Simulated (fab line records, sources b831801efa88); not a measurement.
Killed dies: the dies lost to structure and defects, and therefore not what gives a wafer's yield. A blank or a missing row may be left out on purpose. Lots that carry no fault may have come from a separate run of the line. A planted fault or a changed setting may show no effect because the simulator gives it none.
fab line records + flow sky130
record
- lots=7
- wafers=21
- last-day=50
route steps=708 shown LDD_P@259 LDD_HVN@267 PAD_OPEN@708
lots untouched by any fault: they come from a run of this same line in which no faults occurred
start-h: the number of hours between the record's first day and the start of the first shown wafer of the lot + wait-h: how many hours have passed since the lot's step before this one + " the same as in the row above + L1.1+2: one row covering several wafers at once + - no value, or no start was given + * or withheld: withheld + < > ~ a bound
route shown NAME@n: names a module that has steps shown in the file, with the first one's number in the route + usual: mean/standard deviation of fault-free wafers + same: alike in all rows + chamber/n: place in a boat + sites: readings site by site + _std_site: the standard deviation of these + _edge_site: inner sites' mean taken away from outer sites' mean + radius-mm: how far each site lies from the wafer's centre + mask NAME#n: copy n + behind: the most recent tool/chamber to have shaped the wafer + hold: why the lot went on hold/how many hours it stayed there/how the hold came to an end + device: transistor that didn't switch, given as n, p or np + end of line: the tests these same wafers got at the end of their route + a step with no rows: only its recipe + killed: not the wafer's yield, but the dies lost to structure and defects at the first sort + map: dies across one wafer; x = killed, . = not, _ = none there
set.NAME: the setting the step ran with; set.NAME@STEP: the setting that earlier step ran with + model.NAME: the simulator's own value behind a step, which no gauge read
lots seen at some steps along the route; tables by step, rows by wafer
services: the hour from which a tool's chamber was out of use, counted from the record's first day as start-h (under 0 if before that day), plus the number of hours and why
## steps
# step SKY_LDD_P_EXPOSE_04
# recipe
- mask-id=PSDM
- na=0.6
- source-shape=conventional
- sigma-outer=0.6
- polarization=unpolarized
- target-cd-nm=380
- dose-mj=138
# step SKY_LDD_P_PEB_05
# recipe
- temp-c=withheld
- time-s=*
- resist=NOVOLAK
# step SKY_LDD_P_DEVELOP_06
# recipe
- resist=NOVOLAK
- developer=TMAH
- develop-time-s=60
- dev-temp-c=23
# step SKY_LDD_P_CD_MEAS_07
# recipe
- target-cd-nm=380
# usual
- cd-nm=379.7/2.4
| lot.wafer | tool      | chamber | start-h | wait-h | cd-nm |
|-----------|-----------|---------|---------|--------|-------|
| L805.1    | cd-sem-01 | -       | 458.26  | 0.1    | 381.1 |
| L805.4    | "         | -       | "       | "      | 381.7 |
| L805.6    | "         | -       | "       | "      | 378.3 |
| L806.1    | cd-sem-01 | -       | 471.38  | 0.1    | 380.4 |
| L806.3    | "         | -       | "       | "      | 379.4 |
| L806.5    | "         | -       | "       | "      | 379.6 |
| L807.2    | cd-sem-02 | -       | 471.75  | 0.1    | 376.1 |
| L807.4    | "         | -       | "       | "      | 375.4 |
| L807.5    | "         | -       | "       | "      | 375.4 |
| L810.2    | cd-sem-02 | -       | 517.50  | 0.1    | 380.9 |
| L810.3    | "         | -       | "       | "      | 377.0 |
| L810.5    | "         | -       | "       | "      | 380.6 |
| L812.1    | cd-sem-01 | -       | 547.03  | 0.1    | 378.8 |
| L812.3    | "         | -       | "       | "      | 377.4 |
| L812.4    | "         | -       | "       | "      | 379.3 |
| L823.1    | cd-sem-01 | -       | 619.98  | 0.1    | 380.6 |
| L823.2    | "         | -       | "       | "      | 381.9 |
| L823.6    | "         | -       | "       | "      | 383.2 |
| L825.2    | cd-sem-01 | -       | 630.25  | 0.1    | 378.8 |
| L825.4    | "         | -       | "       | "      | 380.7 |
| L825.6    | "         | -       | "       | "      | 381.9 |
# step SKY_LDD_P_OVL_MEAS_08
# usual
- LDD_P_OVL=-0.3/1.2
| lot.wafer | tool       | chamber | start-h | wait-h | LDD_P_OVL[nm] |
|-----------|------------|---------|---------|--------|---------------|
| L805.1    | overlay-01 | -       | 458.38  | 0.1    | 3.7           |
| L805.4    | "          | -       | "       | "      | 2.2           |
| L805.6    | "          | -       | "       | "      | 3.2           |
| L806.1    | overlay-01 | -       | 471.50  | 0.1    | -1.3          |
| L806.3    | "          | -       | "       | "      | -1.5          |
| L806.5    | "          | -       | "       | "      | -0.8          |
| L807.2    | overlay-01 | -       | 471.86  | 0.1    | -0.7          |
| L807.4    | "          | -       | "       | "      | -0.7          |
| L807.5    | "          | -       | "       | "      | -0.5          |
| L810.2    | overlay-02 | -       | 517.61  | 0.1    | -1.1          |
| L810.3    | "          | -       | "       | "      | -0.1          |
| L810.5    | "          | -       | "       | "      | -1.6          |
| L812.1    | overlay-02 | -       | 547.15  | 0.1    | -2.6          |
| L812.3    | "          | -       | "       | "      | -1.6          |
| L812.4    | "          | -       | "       | "      | -0.6          |
| L823.1    | overlay-02 | -       | 620.10  | 0.1    | -0.2          |
| L823.2    | "          | -       | "       | "      | -0.1          |
| L823.6    | "          | -       | "       | "      | -0.4          |
| L825.2    | overlay-02 | -       | 630.36  | 0.1    | 1.0           |
| L825.4    | "          | -       | "       | "      | 1.3           |
| L825.6    | "          | -       | "       | "      | 2.1           |
# step SKY_LDD_P_IMPLANT_09
# recipe
- species=BF2
- energy-kev=25
- dose-cm2=1e+13
- tilt-deg=withheld
# step SKY_LDD_P_STRIP_10
# recipe
- chemistry=O2/N2
- power-w=1400
- pressure-mtorr=1500
- platen-temp-c=withheld
- o2-flow-sccm=3000
- n2-flow-sccm=300
- overash-fraction=0.5
# usual
- drypump-motor-current-A=5.6/0.47
- o2-flow-sccm=2999/9.3
- oes-product-au=0.716/0.0046
- strip-time-to-endpoint-s=14.19/0.044
| lot.wafer | tool            | chamber | start-h | wait-h | drypump-motor-current-A | o2-flow-sccm | oes-product-au | rf-hours-counter-h | strip-time-to-endpoint-s |
|-----------|-----------------|---------|---------|--------|-------------------------|--------------|----------------|--------------------|--------------------------|
| L805.1    | plasma-asher-04 | 0       | 458.56  | 0.1    | 5.9                     | 2987         | 0.712          | 66                 | 14.21                    |
| L805.4    | "               | 1       | "       | "      | 5.0                     | 3010         | 0.708          | -                  | 14.21                    |
| L805.6    | "               | 1       | "       | "      | 5.0                     | 3016         | 0.714          | -                  | 14.19                    |
| L806.1    | plasma-asher-04 | 1       | 471.68  | 0.1    | 5.0                     | 2989         | 0.714          | 67                 | 14.22                    |
| L806.3    | "               | 1       | "       | "      | 5.0                     | 2985         | 0.718          | -                  | 14.23                    |
| L806.5    | "               | 1       | "       | "      | 5.0                     | 2997         | 0.718          | -                  | 14.26                    |
| L807.2    | plasma-asher-03 | 1       | 472.04  | 0.1    | 5.7                     | 3002         | 0.723          | 36                 | 14.17                    |
| L807.4    | "               | 0       | "       | "      | 5.9                     | 2990         | 0.716          | -                  | 14.20                    |
| L807.5    | "               | 0       | "       | "      | 5.9                     | 3004         | 0.716          | -                  | 14.20                    |
| L810.2    | plasma-asher-04 | 0       | 517.79  | 0.1    | 5.9                     | 3001         | 0.711          | 72                 | 14.18                    |
| L810.3    | "               | 0       | "       | "      | 5.9                     | 2999         | 0.709          | -                  | 14.18                    |
| L810.5    | "               | 1       | "       | "      | 5.0                     | 2983         | 0.722          | -                  | 14.22                    |
| L812.1    | plasma-asher-04 | 0       | 547.33  | 0.1    | 5.9                     | 2997         | 0.724          | 75                 | 14.18                    |
| L812.3    | "               | 1       | "       | "      | 5.0                     | 3000         | 0.718          | -                  | 14.22                    |
| L812.4    | "               | 0       | "       | "      | 5.9                     | 2995         | 0.718          | -                  | 14.23                    |
| L823.1    | plasma-asher-04 | 0       | 620.28  | 0.1    | 5.8                     | 2993         | 0.725          | 82                 | 14.18                    |
| L823.2    | "               | 1       | "       | "      | 5.0                     | 3006         | 0.721          | 82                 | 14.17                    |
| L823.6    | "               | 0       | "       | "      | 5.9                     | 2992         | 0.725          | -                  | 14.16                    |
| L825.2    | plasma-asher-02 | 1       | 630.54  | 0.1    | 5.4                     | 3007         | 0.716          | 18                 | 14.19                    |
| L825.4    | "               | 0       | "       | "      | 6.3                     | 2991         | 0.712          | -                  | 14.21                    |
| L825.6    | "               | 0       | "       | "      | 6.3                     | 3002         | 0.716          | -                  | 14.20                    |
# step SKY_LDD_P_TW_MEAS_11
# usual
- LDD_P_TW=635.9/2.9
| lot.wafer | tool          | chamber | start-h | wait-h | LDD_P_TW |
|-----------|---------------|---------|---------|--------|----------|
| L805.1    | film-metro-02 | -       | 458.66  | 0.1    | 634.5    |
| L805.4    | "             | -       | "       | "      | 638.3    |
| L805.6    | "             | -       | "       | "      | 634.4    |
| L806.1    | film-metro-03 | -       | 471.78  | 0.1    | 640.1    |
| L806.3    | "             | -       | "       | "      | 637.3    |
| L806.5    | "             | -       | "       | "      | 637.4    |
| L807.2    | film-metro-04 | -       | 472.15  | 0.1    | 636.3    |
| L807.4    | "             | -       | "       | "      | 635.5    |
| L807.5    | "             | -       | "       | "      | 634.4    |
| L810.2    | film-metro-02 | -       | 517.90  | 0.1    | 636.4    |
| L810.3    | "             | -       | "       | "      | 637.8    |
| L810.5    | "             | -       | "       | "      | 634.8    |
| L812.1    | film-metro-02 | -       | 547.43  | 0.1    | 636.8    |
| L812.3    | "             | -       | "       | "      | 638.0    |
| L812.4    | "             | -       | "       | "      | 640.2    |
| L823.1    | film-metro-03 | -       | 620.38  | 0.1    | 639.0    |
| L823.2    | "             | -       | "       | "      | 642.1    |
| L823.6    | "             | -       | "       | "      | 639.9    |
| L825.2    | film-metro-04 | -       | 630.65  | 0.1    | 633.0    |
| L825.4    | "             | -       | "       | "      | 635.2    |
| L825.6    | "             | -       | "       | "      | 636.9    |
# step SKY_LDD_HVN_DEHYDRATE_00
# recipe
- temp-c=200
- time-s=60
# step SKY_LDD_HVN_HMDS_01
# recipe
- prime-time-s=60
- prime-temp-c=120
# step SKY_LDD_HVN_COAT_02
# recipe
- resist=NOVOLAK
- spin-rpm=3000
- resist-thk-nm=300
# step SKY_LDD_HVN_SOFTBAKE_03
# recipe
- temp-c=90
- time-s=60
- resist=NOVOLAK
# step SKY_LDD_HVN_EXPOSE_04
# recipe
- mask-id=HVNTM
- na=0.6
- source-shape=conventional
- sigma-outer=0.6
- polarization=unpolarized
- target-cd-nm=700
- dose-mj=127
| lot.wafer  | tool             | chamber | start-h | wait-h | mask    | model.LDD_HVN.overlay-x-nm |
|------------|------------------|---------|---------|--------|---------|----------------------------|
| L805.1+4+6 | iline-stepper-02 | 0       | 473.42  | -      | HVNTM#0 | -0.4441                    |
| L806.1+3+5 | iline-stepper-02 | 0       | 487.01  | -      | HVNTM#0 | 64.24                      |
| L807.2+4+5 | iline-stepper-01 | 0       | 487.27  | -      | HVNTM#0 | 0.1911                     |
| L810.2+3+5 | iline-stepper-02 | 0       | 533.63  | -      | HVNTM#0 | 60.54                      |
| L812.1+3+4 | iline-stepper-02 | 0       | 562.24  | -      | HVNTM#0 | 64.44                      |
| L823.1+2+6 | iline-stepper-01 | 0       | 634.67  | -      | HVNTM#0 | 0.8384                     |
| L825.2+4+6 | iline-stepper-01 | 0       | 644.95  | -      | HVNTM#0 | -1.189                     |
# step SKY_LDD_HVN_PEB_05
# recipe
- temp-c=withheld
- time-s=*
- resist=NOVOLAK
# step SKY_LDD_HVN_DEVELOP_06
# recipe
- resist=NOVOLAK
- developer=TMAH
- develop-time-s=60
- dev-temp-c=23
# step SKY_LDD_HVN_OVL_MEAS_07
# usual
- LDD_HVN_OVL=-0.8/1.3
| lot.wafer | tool       | chamber | start-h | wait-h | hold                     | LDD_HVN_OVL[nm] |
|-----------|------------|---------|---------|--------|--------------------------|-----------------|
| L805.1    | overlay-01 | -       | 488.28  | 0.1    | -                        | -1.4            |
| L805.4    | "          | -       | "       | "      | -                        | -2.3            |
| L805.6    | "          | -       | "       | "      | -                        | -1.5            |
| L806.1    | overlay-01 | -       | 502.24  | 0.1    | await-dispo/0.2h/release | 62.7            |
| L806.3    | "          | -       | "       | "      | await-dispo/0.2h/release | 60.2            |
| L806.5    | "          | -       | "       | "      | await-dispo/0.2h/release | 62.8            |
| L806.1    | overlay-01 | -       | 502.45  | 0.2    | -                        | 63.0            |
| L806.3    | "          | -       | "       | "      | -                        | 61.0            |
| L806.5    | "          | -       | "       | "      | -                        | 63.8            |
| L807.2    | overlay-02 | -       | 502.34  | 0.1    | -                        | 0.0             |
| L807.4    | "          | -       | "       | "      | -                        | -1.6            |
| L807.5    | "          | -       | "       | "      | -                        | -1.8            |
| L810.2    | overlay-01 | -       | 548.10  | 0.1    | await-dispo/0.2h/release | 60.4            |
| L810.3    | "          | -       | "       | "      | await-dispo/0.2h/release | 60.0            |
| L810.5    | "          | -       | "       | "      | await-dispo/0.2h/release | 59.5            |
| L810.2    | overlay-01 | -       | 548.30  | 0.2    | -                        | 60.7            |
| L810.3    | "          | -       | "       | "      | -                        | 61.2            |
| L810.5    | "          | -       | "       | "      | -                        | 60.0            |
| L812.1    | overlay-01 | -       | 577.01  | 0.1    | await-dispo/0.2h/release | 62.5            |
| L812.3    | "          | -       | "       | "      | await-dispo/0.2h/release | 61.7            |
| L812.4    | "          | -       | "       | "      | await-dispo/0.2h/release | 62.6            |
| L812.1    | overlay-01 | -       | 577.21  | 0.2    | -                        | 63.4            |
| L812.3    | "          | -       | "       | "      | -                        | 63.2            |
| L812.4    | "          | -       | "       | "      | -                        | 63.4            |
| L823.1    | overlay-02 | -       | 648.44  | 0.1    | -                        | 1.0             |
| L823.2    | "          | -       | "       | "      | -                        | 0.7             |
| L823.6    | "          | -       | "       | "      | -                        | 0.3             |
| L825.2    | overlay-02 | -       | 658.89  | 0.1    | -                        | -2.2            |
| L825.4    | "          | -       | "       | "      | -                        | -1.5            |
| L825.6    | "          | -       | "       | "      | -                        | -2.4            |
# step SKY_PAD_OPEN_PROBE_99
# usual
- defect-limited-yield=82.4/1.7
- killed_at_M0_to_M3=44/6.9
- killed_at_M4_up=3.3/1.7
- killed-at-contacts=24/4.7
- killed-at-front-end=15/4.5
- killed-at-other=0.2/0.49
- killed-dies=86/8.4
- killed-open=47/6.5
- killed-short=39/6
- sort_bin_3_pad_short=0.9/0.4
- sort_bin_5_function=10.4/1.5
- sort_bin_6_memory=6.3/1
- sort-n-pass=406/8.4
- sort-yield-pct=82.4/1.7
# same
- gross-dies=492
- killed-at-back-side=0
- sort_bin_4_leakage[%]=0
- sort_bin_8_speed[%]=0
| lot.wafer | tool      | chamber | start-h | wait-h | defect-limited-yield[%] | killed_at_M0_to_M3 | killed_at_M4_up | killed-at-contacts | killed-at-front-end | killed-at-other | killed-dies | killed-open | killed-short | sort_bin_3_pad_short[%] | sort_bin_5_function[%] | sort_bin_6_memory[%] | sort-n-pass | sort-yield-pct[%] |
|-----------|-----------|---------|---------|--------|-------------------------|--------------------|-----------------|--------------------|---------------------|-----------------|-------------|-------------|--------------|-------------------------|------------------------|----------------------|-------------|-------------------|
| L807.2    | prober-02 | -       | 1101.73 | 0.1    | 85.4                    | 30                 | 1               | 25                 | 16                  | 0               | 72          | 36          | 36           | 1.0                     | 8.7                    | 4.9                  | 420         | 85.4              |
| L807.4    | prober-02 | -       | 1101.83 | 0.2    | 83.9                    | 37                 | 5               | 19                 | 18                  | 0               | 79          | 45          | 34           | 0.2                     | 9.1                    | 6.7                  | 413         | 83.9              |
| L807.5    | prober-02 | -       | 1101.88 | 0.2    | 82.3                    | 44                 | 2               | 27                 | 14                  | 0               | 87          | 44          | 43           | 0.4                     | 10.6                   | 6.7                  | 405         | 82.3              |
# killed by level:class
L807.2 LI_CONTACT:geometric-particle:open=7 CONTACT:geometric-particle:open=7 METAL2:geometric-particle:short=7 FIELD_ISO:geometric-particle:open=5 VIA3:geometric-particle:open=5 LOCAL_INTERCONNECT:geometric-particle:short=4 METAL1:geometric-particle:short=4 VIA3:geometric-particle:short=4
L807.4 VIA1:geometric-particle:open=11 CONTACT:geometric-particle:open=8 FIELD_ISO:geometric-particle:short=7 VIA2:geometric-particle:open=5 VIA3:geometric-particle:open=5 POLY_GATE:geometric-particle:open=4 LI_CONTACT:geometric-particle:open=4 METAL1:geometric-particle:short=4
L807.5 CONTACT:geometric-particle:open=9 LI_CONTACT:geometric-particle:open=7 METAL2:geometric-particle:short=7 FIELD_ISO:geometric-particle:open=6 VIA1:geometric-particle:short=5 METAL3:geometric-particle:short=5 VIA3:geometric-particle:open=5 LOCAL_INTERCONNECT:geometric-particle:short=4
## services
| tool             | chamber | start-h | hours | kind                    |
|------------------|---------|---------|-------|-------------------------|
| iline-stepper-01 | -       | 473.70  | 4.4   | pm                      |
| plasma-asher-02  | -       | 502.00  | 13.2  | repair                  |
| iline-stepper-02 | -       | 563.49  | 15.2  | repair                  |
| iline-stepper-01 | -       | 576.84  | 1.7   | repair                  |
| iline-stepper-02 | -       | 578.68  | 1.7   | pm                      |
| iline-stepper-02 | -       | 586.57  | 2.1   | pm                      |
| iline-stepper-02 | -       | 588.65  | -     | consumable-replace:lamp |
| plasma-asher-03  | -       | 639.03  | 2.8   | pm                      |
## key
first-sign
- step=SKY_LDD_HVN_OVL_MEAS_07
- reading=visit
- direction=added
effect
- step=SKY_LDD_HVN_OVL_MEAS_07
- reading=LDD_HVN_OVL
- direction=up
- sigmas=48
- usual=-0.8
- struck=61.4
model-effect
- step=SKY_LDD_HVN_EXPOSE_04
- value=LDD_HVN.overlay-x-nm
- without=-0.4678
- struck=63.07
met-at SKY_LDD_HVN_EXPOSE_04
struck-wafers L806.1,L806.3,L806.5,L810.2,L810.3,L810.5,L812.1,L812.3,L812.4
scrapped-behind SKY_LDD_HVN_OVL_MEAS_07 L806.1,L806.3,L806.5,L810.2,L810.3,L810.5,L812.1,L812.3,L812.4
onset-between 473.42 487.01
fault
- kind=scanner-matching-overlay
- tool=iline-stepper-02
- chamber=-
- onset-h=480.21
- steps=SKY_LDD_HVN_EXPOSE_04
- offset=63.541
